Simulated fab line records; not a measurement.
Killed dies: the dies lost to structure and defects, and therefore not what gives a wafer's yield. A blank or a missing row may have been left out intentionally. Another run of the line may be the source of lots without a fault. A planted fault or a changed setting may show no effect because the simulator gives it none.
Code-filled problem report in 8D (eight disciplines) form / flow sky130 / the parts of the form that need people (team, actions taken, sign-off) are left out

== 1. THE ISSUE ==
killed_at_M4_up at SKY_PAD_OPEN_PROBE_99 reads a mean of 46.5 on 6 wafers of 2 lots; wafers without a fault read 3.4 with a standard deviation of 1.8. That is +24 standard deviations from the usual mean.
First seen on wafer L906.2, day 47 16:58, on prober-02. At this step, 15 wafers from 5 lots have a number in the record. Rule for "out", or "out of limits": more than 4 standard deviations from the usual mean. The rest of the wafers with a number are treated as sound.

== 2. WHAT IT IS AND WHAT IT IS NOT ==
question=which readings at this step | is=killed_at_M4_up | is not=killed_at_M0_to_M3, killed_at_contacts, killed_at_other, killed_open
question=which lots | is=L906, L908 | is not=L914, L919, L920
question=which wafers of those lots | is=all that have a number | is not=-
question=read on which tools | is=prober-01, prober-02 | is not=-
question=when | is=from day 47 16:58 | is not=up to then (0 sound wafers); but 9 sound wafers of L914, L919, L920 came after

== 3. SUSPECTS, AND WHAT RULES EACH OUT ==
Counting: any tool at a process step up to the reading is kept as a suspect provided that every lot that is out went through it and no sound lot did after the first of them.
- pvd_sputter-02 at SKY_METAL5_SPUTTER_00 (material Ti, target thk 15 nm, time 10 s): kept. It ran every lot that is out, first L906 (day 44 22:58), and no sound lot after that.
- pvd_sputter-02 at SKY_METAL5_SPUTTER_03 (material Ti, target thk 5 nm, time 3.3 s): kept. It ran every lot that is out, first L906 (day 44 23:04), and no sound lot after that.
- pecvd-04 at SKY_PASSIVATION_CVD_00 (deposits SiO2, target thk 90 nm): ruled out as a lasting fault. Following L906 (day 45 20:47), the first lot on it that is out, the sound lots L919, L920 were run on it.
What counting leaves: pvd_sputter-02 at SKY_METAL5_SPUTTER_00 and pvd_sputter-02 at SKY_METAL5_SPUTTER_03.

== 4. THE CAUSE (what the simulator had put in) ==
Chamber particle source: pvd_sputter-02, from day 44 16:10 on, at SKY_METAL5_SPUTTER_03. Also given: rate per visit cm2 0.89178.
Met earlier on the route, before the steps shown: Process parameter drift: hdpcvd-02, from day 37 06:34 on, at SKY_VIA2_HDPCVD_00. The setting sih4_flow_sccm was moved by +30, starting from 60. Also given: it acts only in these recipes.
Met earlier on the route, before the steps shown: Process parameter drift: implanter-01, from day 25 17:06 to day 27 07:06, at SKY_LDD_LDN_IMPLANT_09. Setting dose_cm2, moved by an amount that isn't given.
After counting, 2 suspects remain, this tool included.

== 5. SEQUENCE OF EFFECTS, ordered by route ==
Each row: a reading where the mean over the struck wafers with a number is more than 3 standard deviations away from the usual. Readings are gone through only where the record gives a usual standard deviation; hours: the median, over the lots, of the time from a lot's start at the first step in this table giving one to that lot's start at this step; sigmas: the change measured in usual standard deviations.
hours=0; step=SKY_PAD_OPEN_PROBE_99; reading=killed_at_M4_up; usual=3.4; on struck wafers=46.5; change=+43.1; sigmas=+24
hours=0; step=SKY_PAD_OPEN_PROBE_99; reading=killed_dies; usual=86; on struck wafers=120; change=+34; sigmas=+3.1
Its process steps:
- SKY_PAD_OPEN_PROBE_99

== 6. WHAT WOULD HAVE CAUGHT IT SOONER ==
In this record the first reading out of limits was taken at day 47 16:58, 73 hours after the fault began at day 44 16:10.
No tool reading at SKY_METAL5_SPUTTER_03 that has a usual standard deviation in the record was out on any struck wafer, so an alarm limit of 4 standard deviations on those readings would not have fired.
By day 47 16:58, every lot that is out (2) had started SKY_METAL5_SPUTTER_03 on pvd_sputter-02. Had the tool been put on hold then, not one of them would have been saved.
